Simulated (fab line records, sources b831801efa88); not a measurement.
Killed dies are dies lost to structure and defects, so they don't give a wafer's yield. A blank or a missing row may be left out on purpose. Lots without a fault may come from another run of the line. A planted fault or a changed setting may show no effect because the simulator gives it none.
A struck lot beside a sound one | flow sky130 | 25 steps out of a route of 708
Sound: wafers L351.2, L351.4, L351.6. Struck: wafers L358.2, L358.3, L358.4. The cause comes at the end.
At each step with rows: each side's tool, then ch and its chambers, then its first start. Under that, the readings that differ: sound wafers | struck wafers | difference of the means | sigmas: that difference in standard deviations of wafers without a fault.
alike: readings whose means differ by less than 2 such deviations, and words and numbers that are the same on both sides. not compared: withheld readings, readings that some wafer has no value for, bounds like >300 that may hide the same value, and numbers for which the record gives no deviation and whose values overlap.
The two part at a step that has a row with sigmas, a row that says differs or no value, or rows on one side only. Numbers that don't overlap but have no deviation are shown without sigmas and don't part them. A reading that every wafer of one side lacks parts them only if that side has two wafers or more.

SKY_VIA2_SPUTTER_20: material TiN, target thk 20 nm, time 80 s.
  sound on pvd_sputter-03, day 36 10:02; struck on pvd_sputter-02, day 39 06:11
  alike: throttle_valve_pct
then, 1 step without rows for these wafers: SKY_VIA2_CVD_21 (deposits W, target thk 420 nm, time 126.4 s).
SKY_VIA2_RS_MEAS_22: measures by four-point-probe.
  sound on film_metro-03, day 36 10:23; struck on film_metro-01, day 39 06:23
  alike: VIA2_W_RS
SKY_VIA2_THK_MEAS_23: measures by xrf.
  sound on film_metro-03, day 36 10:29; struck on film_metro-01, day 39 06:30
  alike: VIA2_W_THK
SKY_VIA2_CMP_24: polishes, stops on SiO2, t overpolish 20 s, target thk 0 nm.
  sound on cmp-02 ch 0,1,2, day 36 10:35; struck on cmp-01 ch 1,2,3, day 39 06:36
  alike: edge_zone_pressure_frac, motor_current_A, overpolish_run_s, platen_rpm, time_to_endpoint_s
then, 2 steps without rows for these wafers: SKY_METAL3_SPUTTER_00 (material Ti, target thk 15 nm, time 10 s); SKY_METAL3_SPUTTER_01 (material TiN, target thk 20 nm, time 16.7 s).
SKY_METAL3_SPUTTER_02: material AlCu, target thk 735 nm, time 39.1 s.
  sound on pvd_sputter-02, day 36 10:53; struck on pvd_sputter-02, day 39 06:54
  alike: throttle_valve_pct
SKY_METAL3_SPUTTER_03: material Ti, target thk 5 nm, time 3.3 s.
  sound on pvd_sputter-02, day 36 10:55; struck on pvd_sputter-02, day 39 06:56
  alike: throttle_valve_pct
then, 2 steps without rows for these wafers: SKY_METAL3_SPUTTER_04 (material TiN, target thk 70 nm, time 58.3 s); SKY_CAPM_CVD_00 (deposits SiO2, target thk 15.5 nm).
SKY_CAPM_THK_MEAS_01:
  sound on film_metro-03, day 36 11:01; struck on film_metro-02, day 39 07:02
  alike: CAPM_CVD_00_THK
SKY_CAPM_SPUTTER_02: material TiN, target thk 200 nm, time 166.7 s.
  sound on pvd_sputter-04, day 36 11:04; struck on pvd_sputter-04, day 39 07:05
  alike: substrate_temp_c, throttle_valve_pct
SKY_CAPM_RS_MEAS_03: measures by four-point-probe.
  sound on film_metro-02, day 36 11:12; struck on film_metro-04, day 39 07:31
  reading              | sound          | struck         | difference | sigmas
  CAPM_TIN_RS (ohm/sq) | 7.01 7.00 7.11 | 8.15 8.20 8.12 | +1.12      | +15
  not compared: hold
SKY_CAPM_THK_MEAS_04: measures by xrf.
  sound on film_metro-02, day 36 11:19; struck on film_metro-04, day 39 10:25
  reading           | sound             | struck            | difference | sigmas
  CAPM_TIN_THK (nm) | 195.8 196.4 193.8 | 173.0 171.8 173.6 | -22.5      | -10
  not compared: hold
then, 6 steps without rows for these wafers: SKY_CAPM_HMDS_06 (prime time 60 s); SKY_CAPM_COAT_07 (resist thk 1140 nm); SKY_CAPM_SOFTBAKE_08 (time 60 s); SKY_CAPM_EXPOSE_09 (exposes mask CAPM, target cd 1000 nm); SKY_CAPM_PEB_10; SKY_CAPM_DEVELOP_11 (develop time 60 s).
SKY_CAPM_OVL_MEAS_12:
  sound on overlay-01, day 37 11:53; struck on overlay-02, day 40 07:38
  alike: CAPM_OVL
SKY_CAPM_METAL_ETCH_13: etches TiN in Cl2/BCl3, stops on SiO2, target depth 220 nm, time 62.9 s.
  sound on rie_metal-03 ch 0,1, day 37 11:55; struck on rie_metal-02 ch 0,1, day 40 07:40
  reading                | sound                | struck               | difference | sigmas
  oes_product_au (a.u.)  | 0.927 0.928 0.930    | 0.873 0.866 0.874    | -0.057     | -8
  throttle_valve_pct (%) | 21.890 21.907 21.904 | 21.955 21.951 21.955 | +0.053     | +5
  alike: drypump_motor_current_A, he_backside_leak_sccm
  not compared: rf_hours_counter_h
SKY_CAPM_STRIP_14: strips in O2/N2.
  sound on plasma_asher-02 ch 0,1, day 37 11:59; struck on plasma_asher-02 ch 0,1, day 40 07:44
  alike: drypump_motor_current_A, oes_product_au, strip_time_to_endpoint_s
  not compared: rf_hours_counter_h
-- the record jumps here: 8 days lie between the struck wafers' starts before and after (it left off in module CAPM and takes up again in module PAD_OPEN, whose first step shown is number 708 of the route) --
SKY_PAD_OPEN_PROBE_99:
  sound on prober-02, day 45 19:11; struck on prober-02, day 48 04:15
  alike: defect_limited_yield, killed_at_M0_to_M3, killed_at_M4_up, killed_at_contacts, killed_at_front_end, killed_at_other, killed_dies, killed_on_rim, killed_open, killed_short, sort_bin_3_pad_short, sort_bin_5_function, sort_bin_6_memory, sort_n_pass, sort_yield_pct

WHERE THEY PART
First at SKY_CAPM_RS_MEAS_03; last, within this record, at SKY_CAPM_METAL_ETCH_13. Later steps at which nothing parts them and some readings are alike: SKY_CAPM_STRIP_14, SKY_PAD_OPEN_PROBE_99.

WHY: what the simulator had put in
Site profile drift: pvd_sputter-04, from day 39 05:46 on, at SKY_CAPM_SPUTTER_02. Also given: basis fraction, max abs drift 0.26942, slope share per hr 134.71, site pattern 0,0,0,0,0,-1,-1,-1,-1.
